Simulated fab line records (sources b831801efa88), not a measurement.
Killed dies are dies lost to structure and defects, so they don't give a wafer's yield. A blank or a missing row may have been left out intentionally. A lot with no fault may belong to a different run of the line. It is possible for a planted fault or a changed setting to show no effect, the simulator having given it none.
The tool behind it: which one? -- flow gf180mcu -- Sampling: 15 lots, 42 wafers, 6 of 602 route steps

WHAT THE GAUGES READ, wafer by wafer
GF_M4_RS_MEAS_05: the measuring method here is four-point-probe.
lot,measured,on,M4_ALCU_RS (ohm/sq)
L617,day 22 11:13,film-metro-03,0.0713 0.0704 0.0703
L618,day 22 14:06,film-metro-01,0.0697 0.0684 0.0698
L619,day 22 20:37,film-metro-03,0.0684 0.0682 0.0686
L621,day 23 23:21,film-metro-02,0.0686 0.0689 0.0703
L622,day 24 08:07,film-metro-02,0.0686 0.0686 0.0685
L623,day 24 12:01,film-metro-03,0.0706 0.0695 0.0706
L624,day 25 08:29,film-metro-01,0.0703 0.0700 0.0697
L625,day 25 08:39,film-metro-02,0.0704 0.0690 0.0686
L626,day 25 16:13,film-metro-02,0.0692 0.0694 0.0702
L631,day 27 03:19,film-metro-03,0.0848 0.0687
L633,day 27 16:56,film-metro-03,0.0865 0.0701
L634,day 28 03:38,film-metro-03,0.0864 0.0698
L637,day 29 08:01,film-metro-03,0.0686 0.0684 0.0698
L638,day 29 13:00,film-metro-03,0.0703 0.0707 0.0709
L640,day 29 19:55,film-metro-02,0.0676 0.0691 0.0686

GF_M4_THK_MEAS_06: measures by xrf.
lot,measured,on,M4_ALCU_THK (nm)
L617,day 22 11:20,film-metro-03,444 448 447
L618,day 22 14:13,film-metro-01,450 456 450
L619,day 22 20:43,film-metro-03,458 458 457
L621,day 23 23:28,film-metro-02,458 458 448
L622,day 24 08:13,film-metro-02,459 460 463
L623,day 24 12:08,film-metro-03,442 448 440
L624,day 25 08:35,film-metro-01,451 450 451
L625,day 25 08:45,film-metro-02,450 458 459
L626,day 25 16:20,film-metro-02,456 455 449
L631,day 27 03:26,film-metro-03,369 452
L633,day 27 17:03,film-metro-03,362 444
L634,day 28 03:46,film-metro-03,360 444
L637,day 29 08:08,film-metro-03,455 455 448
L638,day 29 13:05,film-metro-03,444 443 441
L640,day 29 20:02,film-metro-02,469 458 460

GF_M4_OVL_MEAS_15.
lot,measured,on,M4_OVL (nm)
L617,day 23 09:50,overlay-01,7 3 11
L618,day 23 13:26,overlay-01,11 8 4
L619,day 23 18:47,overlay-02,6 5 5
L621,day 24 20:26,overlay-02,7 3 2
L622,day 25 05:23,overlay-02,5 -4 11
L623,day 25 10:03,overlay-02,6 7 12
L624,day 26 05:14,overlay-02,-6 -4 -6
L625,day 26 06:01,overlay-02,-6 2 2
L626,day 26 13:07,overlay-02,3 3 4
L631,day 28 00:08,overlay-01,20 4
L633,day 28 11:58,overlay-02,-1 -4
L634,day 29 07:04,overlay-01,2 9
L637,day 30 02:38,overlay-02,-6 5 3
L638,day 30 06:55,overlay-02,9 6 5
L640,day 30 14:17,overlay-02,4 1 -2

EACH LOT AND THE TOOL THAT RAN IT (in order: tool; ch and the chambers of the sampled wafers; start)
lot,GF_V3_ETCH_17,GF_V3_STRIP_18,GF_M4_SPUTTER_02
L617,"rie-diel-02 ch 0,1,2, day 22 09:43 or earlier","plasma-asher-02 ch 0,1, day 22 09:43","pvd-sputter-01, day 22 11:07"
L618,"rie-diel-03 ch 0,1,3, day 22 12:37 or earlier","plasma-asher-03 ch 0,1, day 22 12:37","pvd-sputter-04, day 22 14:01"
L619,"rie-diel-03 ch 2,3, day 22 19:08 or earlier","plasma-asher-02 ch 0,1, day 22 19:08","pvd-sputter-04, day 22 20:29"
L621,"rie-diel-01 ch 2,3, day 23 21:49 or earlier","plasma-asher-02 ch 0,1, day 23 21:49","pvd-sputter-04, day 23 23:16"
L622,"rie-diel-02 ch 1,2,3, day 24 06:38 or earlier","plasma-asher-02 ch 0,1, day 24 06:38","pvd-sputter-03, day 24 08:00"
L623,"rie-diel-03 ch 0,1,2, day 24 10:31 or earlier","plasma-asher-02 ch 0,1, day 24 10:31","pvd-sputter-04, day 24 11:55"
L624,"rie-diel-02 ch 1,2,3, day 25 07:01 or earlier","plasma-asher-02 ch 0,1, day 25 07:01","pvd-sputter-03, day 25 08:22"
L625,"rie-diel-01 ch 0,3, day 25 07:11 or earlier","plasma-asher-03 ch 0,1, day 25 07:11","pvd-sputter-04, day 25 08:31"
L626,"rie-diel-01 ch 0,1,3, day 25 14:46 or earlier","plasma-asher-03 ch 0,1, day 25 14:46","pvd-sputter-01, day 25 16:07"
L631,"rie-diel-03 ch 1, day 27 01:52 or earlier","plasma-asher-03 ch 0,1, day 27 01:52","pvd-sputter-03, day 27 03:13"
L633,"rie-diel-01 ch 2,3, day 27 15:28 or earlier","plasma-asher-03 ch 0, day 27 15:28","pvd-sputter-03, day 27 16:50"
L634,"rie-diel-02 ch 0,1, day 28 02:11 or earlier","plasma-asher-02 ch 1, day 28 02:11","pvd-sputter-03, day 28 03:33"
L637,"rie-diel-03 ch 1,2,3, day 29 06:34 or earlier","plasma-asher-04 ch 0,1, day 29 06:34","pvd-sputter-04, day 29 07:56"
L638,"rie-diel-01 ch 0,1,3, day 29 10:01 or earlier","plasma-asher-03 ch 0,1, day 29 10:01","pvd-sputter-04, day 29 12:51"
L640,"rie-diel-03 ch 0,1,3, day 29 18:22 or earlier","plasma-asher-03 ch 0,1, day 29 18:22","pvd-sputter-04, day 29 19:50"
- GF_V3_ETCH_17: etches SiO2 in C4F8/O2/Ar, stops on TiN, target depth 635 nm.
- GF_V3_STRIP_18: strips in O2/N2.
- GF_M4_SPUTTER_02: material AlCu, target thk 450 nm, time 23.9 s.

WHAT THE TOOLS THEMSELVES READ (means of the sampled wafers that have a number; where no wafer has one, the mark that the record gives instead)
GF_V3_ETCH_17.
lot,tool,oes-product-au (a.u.)
L617,rie-diel-02,0.854
L618,rie-diel-03,0.855
L619,rie-diel-03,0.858
L621,rie-diel-01,0.856
L622,rie-diel-02,0.861
L623,rie-diel-03,0.857
L624,rie-diel-02,0.858
L625,rie-diel-01,0.854
L626,rie-diel-01,0.854
L631,rie-diel-03,0.854
L633,rie-diel-01,0.854
L634,rie-diel-02,0.860
L637,rie-diel-03,0.850
L638,rie-diel-01,0.854
L640,rie-diel-03,0.853

GF_V3_STRIP_18.
lot,tool,drypump-motor-current-A (A),heater-power-w (W),oes-product-au (a.u.)
L617,plasma-asher-02,5.4,341,0.600
L618,plasma-asher-03,5.7,342,0.597
L619,plasma-asher-02,5.4,340,0.593
L621,plasma-asher-02,5.4,341,0.594
L622,plasma-asher-02,5.4,340,0.590
L623,plasma-asher-02,5.2,326,0.598
L624,plasma-asher-02,5.4,345,0.595
L625,plasma-asher-03,5.4,332,0.593
L626,plasma-asher-03,5.5,334,0.599
L631,plasma-asher-03,5.5,332,0.587
L633,plasma-asher-03,5.8,340,0.597
L634,plasma-asher-02,5.0,309,0.595
L637,plasma-asher-04,5.5,332,0.597
L638,plasma-asher-03,5.5,330,0.595
L640,plasma-asher-03,5.6,333,0.589

GF_M4_SPUTTER_02.
lot,tool,throttle-valve-pct (%)
L617,pvd-sputter-01,29.2
L618,pvd-sputter-04,29.9
L619,pvd-sputter-04,29.7
L621,pvd-sputter-04,30.5
L622,pvd-sputter-03,29.3
L623,pvd-sputter-04,29.8
L624,pvd-sputter-03,29.7
L625,pvd-sputter-04,30.7
L626,pvd-sputter-01,29.0
L631,pvd-sputter-03,29.6
L633,pvd-sputter-03,29.6
L634,pvd-sputter-03,30.6
L637,pvd-sputter-04,30.0
L638,pvd-sputter-04,29.8
L640,pvd-sputter-04,30.3

THE ANSWER, worked out from the rows above alone
Rule: the usual values come from the lots themselves. Put in order of their means at a reading, lots are off if they are a third of the lots or fewer, leave a main group of 4 or more, and stand apart from it by a gap of 3 or more times the standard deviation of the main group's means; of several such gaps the widest counts. A main group whose means are all the same, to the digits that the tables above print for the reading, isn't used. A lot without any number at a reading at which 4 lots or more have one is off too. Any other lot the step has rows for is counted as sound. Order of review: gauges by route order, followed by the tools' own readings, for which a lot's mean as printed above is used. At the first step where some lot is off, the reading lying furthest off is the one used; lots without a number count as furthest.
Off: L631, L633, L634, at GF_M4_RS_MEAS_05 (M4_ALCU_RS). The main group: mean 0.0694 ohm/sq, standard deviation 0.00077.
If a tool, at a process step before that reading, ran all the lots that are off and no sound lot after the first of them, it fits. The gauges at GF_M4_RS_MEAS_05 are tried like those tools. Because GF_V3_ETCH_17 lacks a start for some lots, the hours and order of its lots are taken from GF_V3_STRIP_18. One fits: pvd-sputter-03 at GF_M4_SPUTTER_02. A fault onset in the window from L624 (day 25 08:22, its last sound lot) to L631 (day 27 03:13, its first lot off) fits.

WHAT THE SIMULATOR PUT IN
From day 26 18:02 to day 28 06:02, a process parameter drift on pvd-sputter-03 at GF_M4_SPUTTER_02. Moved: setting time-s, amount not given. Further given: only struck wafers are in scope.
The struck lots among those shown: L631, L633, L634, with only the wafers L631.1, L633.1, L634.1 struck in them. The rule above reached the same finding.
